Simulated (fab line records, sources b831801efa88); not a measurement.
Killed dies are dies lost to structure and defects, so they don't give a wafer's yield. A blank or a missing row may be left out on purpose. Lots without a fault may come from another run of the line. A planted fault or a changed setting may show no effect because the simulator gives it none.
Which tool did it? | flow gf180mcu | 15 lots, 45 wafers sampled, at 4 steps of a route of 602

WHAT THE GAUGES READ, wafer by wafer
The record holds no reading of a measuring or inspecting step that can be judged against a usual standard deviation.

WHICH TOOL RAN EACH LOT (tool, then ch and the chambers of the sampled wafers, then the start)
lot  | GF_HV_LDD_STRIP_10                   | GF_HV_LDD_STRIP_22                   | GF_HV_LDD_STRIP_37                   | GF_NSD_EXPOSE_04
L700 | plasma_asher-03 ch 0,1, day 10 01:51 | plasma_asher-04 ch 0,1, day 10 20:19 | plasma_asher-03 ch 0,1, day 11 15:25 | iline_stepper-01 ch 0, day 12 23:37
L701 | plasma_asher-01 ch 0,1, day 10 09:52 | plasma_asher-01 ch 0,1, day 11 04:12 | plasma_asher-01 ch 0,1, day 11 23:28 | iline_stepper-02 ch 0, day 13 08:20
L703 | plasma_asher-03 ch 0,1, day 11 02:24 | plasma_asher-04 ch 0,1, day 11 21:25 | plasma_asher-04 ch 0,1, day 12 17:46 | iline_stepper-01 ch 0, day 14 03:16
L705 | plasma_asher-01 ch 0, day 11 14:40   | plasma_asher-01 ch 0,1, day 12 10:24 | plasma_asher-01 ch 0,1, day 13 06:39 | iline_stepper-02 ch 0, day 14 17:50
L707 | plasma_asher-01 ch 0,1, day 12 04:33 | plasma_asher-01 ch 0,1, day 13 00:18 | plasma_asher-01 ch 0,1, day 13 21:42 | iline_stepper-02 ch 0, day 15 08:52
L708 | plasma_asher-03 ch 0,1, day 12 11:31 | plasma_asher-04 ch 0,1, day 13 07:25 | plasma_asher-04 ch 0,1, day 14 04:52 | iline_stepper-02, day 15 15:48
L709 | plasma_asher-03 ch 0,1, day 12 16:58 | plasma_asher-03 ch 0,1, day 13 13:34 | plasma_asher-04 ch 0,1, day 14 11:00 | iline_stepper-01, day 15 21:50
L710 | plasma_asher-04 ch 1, day 13 02:43   | plasma_asher-01 ch 1, day 13 23:07   | plasma_asher-03 ch 0,1, day 14 21:01 | iline_stepper-02, day 16 11:16
L716 | plasma_asher-01 ch 0,1, day 14 22:18 | plasma_asher-01 ch 0,1, day 15 20:25 | plasma_asher-01 ch 0,1, day 16 19:28 | iline_stepper-01 ch 0, day 18 09:29
L717 | plasma_asher-03 ch 0,1, day 15 05:19 | plasma_asher-01 ch 0,1, day 16 02:43 | plasma_asher-03 ch 0,1, day 17 02:04 | iline_stepper-01 ch 0, day 18 16:45
L718 | plasma_asher-01 ch 1, day 15 14:46   | plasma_asher-01 ch 0,1, day 16 12:36 | plasma_asher-03 ch 1, day 17 11:55   | iline_stepper-02 ch 0, day 19 02:11
L719 | plasma_asher-03 ch 0,1, day 15 19:46 | plasma_asher-01 ch 0,1, day 16 18:42 | plasma_asher-03 ch 0,1, day 17 18:25 | iline_stepper-02 ch 0, day 19 08:31
L720 | plasma_asher-04 ch 0,1, day 16 02:39 | plasma_asher-04 ch 0,1, day 17 01:21 | plasma_asher-03 ch 0,1, day 18 01:19 | iline_stepper-02 ch 0, day 19 19:40
L721 | plasma_asher-04 ch 0,1, day 16 15:43 | plasma_asher-03 ch 0, day 17 15:07   | plasma_asher-03 ch 0,1, day 18 15:19 | iline_stepper-02 ch 0, day 20 06:03
L723 | plasma_asher-01 ch 0,1, day 17 03:37 | plasma_asher-03 ch 0,1, day 18 03:44 | plasma_asher-03 ch 0,1, day 19 04:30 | iline_stepper-02 ch 0, day 20 19:45
- GF_HV_LDD_STRIP_10: strips in O2/N2.
- GF_HV_LDD_STRIP_22: strips in O2/N2.
- GF_HV_LDD_STRIP_37: strips in O2/N2.
- GF_NSD_EXPOSE_04: exposes mask Nplus, target cd 400 nm.

WHAT THE TOOLS THEMSELVES READ (means of the sampled wafers that have a number; where no wafer has one, the mark that the record gives instead)
GF_HV_LDD_STRIP_10. Usual: drypump_motor_current_A 5.61 A, standard deviation 0.21; heater_power_w 318 W, standard deviation 22; oes_product_au 0.716 a.u., standard deviation 0.0046; strip_time_to_endpoint_s 12.63 s, standard deviation 0.038.
lot  | tool            | drypump_motor_current_A (A) | heater_power_w (W) | oes_product_au (a.u.) | strip_time_to_endpoint_s (s) | flag
L700 | plasma_asher-03 | 5.64                        | 308                | 0.718                 | 12.65                        |
L701 | plasma_asher-01 | 5.50                        | 320                | 0.717                 | 12.65                        |
L703 | plasma_asher-03 | 5.63                        | 296                | 0.718                 | 12.65                        |
L705 | plasma_asher-01 | 5.38                        | 329                | 0.716                 | 12.61                        |
L707 | plasma_asher-01 | 5.50                        | 319                | 0.715                 | 12.61                        |
L708 | plasma_asher-03 | 5.63                        | 299                | 0.715                 | 12.66                        |
L709 | plasma_asher-03 | 5.63                        | 305                | 0.716                 | 12.70                        |
L710 | plasma_asher-04 | 6.11                        | 346                | 0.717                 | 12.68                        |
L716 | plasma_asher-01 | 5.44                        | 325                | 0.713                 | 12.60                        |
L717 | plasma_asher-03 | 5.63                        | 291                | 0.718                 | 12.61                        |
L718 | plasma_asher-01 | 5.56                        | 318                | 0.716                 | 12.61                        |
L719 | plasma_asher-03 | 5.65                        | 306                | 0.717                 | 12.65                        |
L720 | plasma_asher-04 | 5.88                        | 347                | 0.717                 | 12.61                        |
L721 | plasma_asher-04 | 5.63                        | 338                | 0.716                 | 12.65                        |
L723 | plasma_asher-01 | 5.51                        | 320                | 0.718                 | 12.64                        |

GF_HV_LDD_STRIP_22. Usual: drypump_motor_current_A 5.59 A, standard deviation 0.24; heater_power_w 322 W, standard deviation 19; oes_product_au 0.716 a.u., standard deviation 0.0038; strip_time_to_endpoint_s 12.63 s, standard deviation 0.036.
lot  | tool            | drypump_motor_current_A (A) | heater_power_w (W) | oes_product_au (a.u.) | strip_time_to_endpoint_s (s) | flag
L700 | plasma_asher-04 | 5.87                        | 344                | 0.717                 | 12.68                        |
L701 | plasma_asher-01 | 5.49                        | 320                | 0.714                 | 12.64                        |
L703 | plasma_asher-04 | 5.87                        | 338                | 0.713                 | 12.55                        |
L705 | plasma_asher-01 | 5.49                        | 324                | 0.717                 | 12.67                        |
L707 | plasma_asher-01 | 5.49                        | 325                | 0.716                 | 12.65                        |
L708 | plasma_asher-04 | 5.89                        | 348                | 0.717                 | 12.66                        |
L709 | plasma_asher-03 | 5.61                        | 292                | 0.717                 | 12.63                        |
L710 | plasma_asher-01 | 5.57                        | 318                | 0.720                 | 12.62                        |
L716 | plasma_asher-01 | 5.43                        | 321                | 0.716                 | 12.63                        |
L717 | plasma_asher-01 | 5.44                        | 334                | 0.714                 | 12.62                        |
L718 | plasma_asher-01 | 5.50                        | 319                | 0.712                 | 12.60                        |
L719 | plasma_asher-01 | 5.49                        | 317                | 0.715                 | 12.58                        |
L720 | plasma_asher-04 | 5.63                        | 337                | 0.719                 | 12.62                        |
L721 | plasma_asher-03 | 5.65                        | 315                | 0.716                 | 12.62                        |
L723 | plasma_asher-03 | 5.63                        | 294                | 0.716                 | 12.60                        |

GF_HV_LDD_STRIP_37. Usual: drypump_motor_current_A 5.61 A, standard deviation 0.21; heater_power_w 317 W, standard deviation 23; oes_product_au 0.716 a.u., standard deviation 0.0049; strip_time_to_endpoint_s 12.63 s, standard deviation 0.034.
lot  | tool            | drypump_motor_current_A (A) | heater_power_w (W) | oes_product_au (a.u.) | strip_time_to_endpoint_s (s) | flag
L700 | plasma_asher-03 | 5.61                        | 290                | 0.712                 | 12.58                        |
L701 | plasma_asher-01 | 5.44                        | 331                | 0.715                 | 12.63                        |
L703 | plasma_asher-04 | 5.88                        | 341                | 0.717                 | 12.60                        |
L705 | plasma_asher-01 | 5.49                        | 322                | 0.715                 | 12.65                        |
L707 | plasma_asher-01 | 5.44                        | 326                | 0.716                 | 12.64                        |
L708 | plasma_asher-04 | 5.63                        | 337                | 0.715                 | 12.62                        |
L709 | plasma_asher-04 | 5.87                        | 345                | 0.717                 | 12.63                        |
L710 | plasma_asher-03 | 5.62                        | 292                | 0.717                 | 12.60                        |
L716 | plasma_asher-01 | 5.49                        | 322                | 0.721                 | 12.61                        |
L717 | plasma_asher-03 | 5.62                        | 292                | 0.716                 | 12.66                        |
L718 | plasma_asher-03 | 5.57                        | 283                | 0.713                 | 12.63                        |
L719 | plasma_asher-03 | 5.64                        | 308                | 0.717                 | 12.61                        |
L720 | plasma_asher-03 | 5.63                        | 293                | 0.716                 | 12.61                        |
L721 | plasma_asher-03 | 5.62                        | 296                | 0.715                 | 12.65                        |
L723 | plasma_asher-03 | 5.63                        | 308                | 0.717                 | 12.63                        |

GF_NSD_EXPOSE_04. Usual: exposure_dose_mJ_cm2 139.92, standard deviation 0.14; focus_offset_nm 0.0 nm, standard deviation 0.45.
lot  | tool             | exposure_dose_mJ_cm2 | focus_offset_nm (nm) | flag
L700 | iline_stepper-01 | 140.06               | -0.2                 |
L701 | iline_stepper-02 | 140.02               | -0.5                 |
L703 | iline_stepper-01 | 139.81               | -0.4                 |
L705 | iline_stepper-02 | 139.98               | 0.6                  |
L707 | iline_stepper-02 | 139.84               | -0.1                 |
L708 | iline_stepper-02 | -                    | -                    | OFF
L709 | iline_stepper-01 | -                    | -                    | OFF
L710 | iline_stepper-02 | -                    | -                    | OFF
L716 | iline_stepper-01 | 139.80               | 0.3                  |
L717 | iline_stepper-01 | 139.86               | 0.3                  |
L718 | iline_stepper-02 | 139.94               | 0.0                  |
L719 | iline_stepper-02 | 139.77               | -0.1                 |
L720 | iline_stepper-02 | 139.81               | -0.1                 |
L721 | iline_stepper-02 | 140.16               | 0.4                  |
L723 | iline_stepper-02 | 139.94               | -0.3                 |

THE ANSWER, worked out from the rows above alone
Rule: a lot is off if the mean of its wafers that have a number lies more than 3 standard deviations from the usual mean. A lot without any number at a reading at which 4 lots or more have one is off too. The other lots that the step has rows for count as sound. The gauges are gone through in route order, then the tools' own readings, and for those a lot's mean is taken as printed above. The first step at which some lot is off is used, and at that step the reading that is off furthest; a lot without a number counts as furthest.
Off: L708, L709, L710, at GF_NSD_EXPOSE_04 (exposure_dose_mJ_cm2). Without a number there: L708, L709, L710.
A tool fits if, at that step or a process step before it, it ran every lot that is off, and no sound lot after the first of them. None of those tried fits.

WHAT THE SIMULATOR HAD PUT IN
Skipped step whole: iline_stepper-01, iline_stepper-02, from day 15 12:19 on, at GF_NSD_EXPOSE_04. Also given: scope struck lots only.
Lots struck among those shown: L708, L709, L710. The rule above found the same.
